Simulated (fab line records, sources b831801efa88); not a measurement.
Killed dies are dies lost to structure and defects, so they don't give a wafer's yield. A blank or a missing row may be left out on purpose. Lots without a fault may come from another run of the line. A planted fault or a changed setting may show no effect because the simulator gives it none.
A struck lot beside a sound one | flow gf180mcu | 31 steps out of a route of 602
Sound: wafers L594.3, L594.4, L594.5. Struck: wafers L585.4, L585.5, L585.6. The cause comes at the end.
At each step with rows: each side's tool, then ch and its chambers, then its first start. Under that, the readings that differ: sound wafers | struck wafers | difference of the means | sigmas: that difference in standard deviations of wafers without a fault.
alike: readings whose means differ by less than 2 such deviations, and words and numbers that are the same on both sides. not compared: withheld readings, readings that some wafer has no value for, bounds like >300 that may hide the same value, and numbers for which the record gives no deviation and whose values overlap.
The two part at a step that has a row with sigmas, a row that says differs or no value, or rows on one side only. Numbers that don't overlap but have no deviation are shown without sigmas and don't part them. A reading that every wafer of one side lacks parts them only if that side has two wafers or more.

first, 7 steps without rows for these wafers: GF_HV_LDD_DEHYDRATE_24 (time 60 s); GF_HV_LDD_HMDS_25 (prime time 60 s); GF_HV_LDD_COAT_26 (resist thk 1000 nm); GF_HV_LDD_SOFTBAKE_27 (time 60 s); GF_HV_LDD_EXPOSE_28 (exposes mask Nplus HV AREA, target cd 400 nm); GF_HV_LDD_PEB_29; GF_HV_LDD_DEVELOP_30 (develop time 60 s).
GF_HV_LDD_CD_MEAS_31: target cd 400 nm.
  sound on cd_sem-02, day 17 23:37; struck on cd_sem-01, day 15 03:25
  alike: cd_nm
GF_HV_LDD_OVL_MEAS_32:
  sound on overlay-02, day 17 23:43; struck on overlay-01, day 15 03:30
  alike: HV_LDD_02_OVL
then, 3 steps without rows for these wafers: GF_HV_LDD_IMPLANT_33; GF_HV_LDD_IMPLANT_34; GF_HV_LDD_IMPLANT_35.
GF_HV_LDD_IMPLANT_36:
  sound on implanter-01 ch 0, day 18 00:14; struck on implanter-01, day 15 04:02
  no value came back on the struck wafers for beam_energy_keV, beam_on_s (s), dose_ions_cm2; on the sound wafers beam_energy_keV reads 60.000 59.992 59.984
GF_HV_LDD_STRIP_37: strips in O2/N2.
  sound on plasma_asher-04 ch 0,1, day 18 00:22; struck on plasma_asher-02 ch 0,1, day 15 04:09
  alike: drypump_motor_current_A, heater_power_w, oes_product_au, strip_time_to_endpoint_s
  not compared: rf_hours_counter_h
GF_HV_LDD_TW_MEAS_38:
  sound on film_metro-04, day 18 00:28; struck on film_metro-04, day 15 04:14
  reading     | sound          | struck         | difference | sigmas
  HV_LDD_3_TW | 1420 1427 1426 | 1307 1306 1308 | -117       | -11
then, 7 steps without rows for these wafers: GF_HV_LDD_DEHYDRATE_39 (time 60 s); GF_HV_LDD_HMDS_40 (prime time 60 s); GF_HV_LDD_COAT_41 (resist thk 1000 nm); GF_HV_LDD_SOFTBAKE_42 (time 60 s); GF_HV_LDD_EXPOSE_43 (exposes mask Pplus HV AREA, target cd 400 nm); GF_HV_LDD_PEB_44; GF_HV_LDD_DEVELOP_45 (develop time 60 s).
GF_HV_LDD_CD_MEAS_46: target cd 400 nm.
  sound on cd_sem-01, day 18 23:40; struck on cd_sem-02, day 16 02:35
  alike: cd_nm
GF_HV_LDD_OVL_MEAS_47:
  sound on overlay-02, day 18 23:45; struck on overlay-02, day 16 02:40
  alike: HV_LDD_03_OVL
then, 1 step without rows for these wafers: GF_HV_LDD_IMPLANT_48.
GF_HV_LDD_STRIP_49: strips in O2/N2.
  sound on plasma_asher-04 ch 0,1, day 18 23:58; struck on plasma_asher-04 ch 0,1, day 16 02:52
  alike: drypump_motor_current_A, heater_power_w, oes_product_au, strip_time_to_endpoint_s
  not compared: rf_hours_counter_h
GF_HV_LDD_TW_MEAS_50:
  sound on film_metro-04, day 19 00:03; struck on film_metro-01, day 16 02:58
  reading     | sound       | struck      | difference | sigmas
  HV_LDD_4_TW | 565 566 568 | 574 579 575 | +10        | +3
then, 1 step without rows for these wafers: GF_HV_LDD_CLEAN_51 (cleans in SC1/SC2, time 150 s).
GF_HV_LDD_RTA_52: time 10 s.
  sound on rtp_anneal-02 ch 0, day 19 00:10; struck on rtp_anneal-02 ch 0, day 16 03:05
  alike: lamp_power_pct, wafer_temp_C_max
GF_HV_LDD_RS_MEAS_53: measures by four-point-probe.
  sound on film_metro-01, day 19 00:15; struck on film_metro-03, day 16 03:10
  reading            | sound             | struck            | difference | sigmas
  HV_LDD_RS (ohm/sq) | 418.8 419.4 419.7 | 440.5 439.9 441.0 | +21.2      | +23
then, 1 step without rows for these wafers: GF_HV_LDD_CVD_54 (deposits SiO2 from TEOS, target thk 10 nm, time 75 s).

WHERE THEY PART
First at GF_HV_LDD_IMPLANT_36; last, within this record, at GF_HV_LDD_RS_MEAS_53.

WHY: what the simulator had put in
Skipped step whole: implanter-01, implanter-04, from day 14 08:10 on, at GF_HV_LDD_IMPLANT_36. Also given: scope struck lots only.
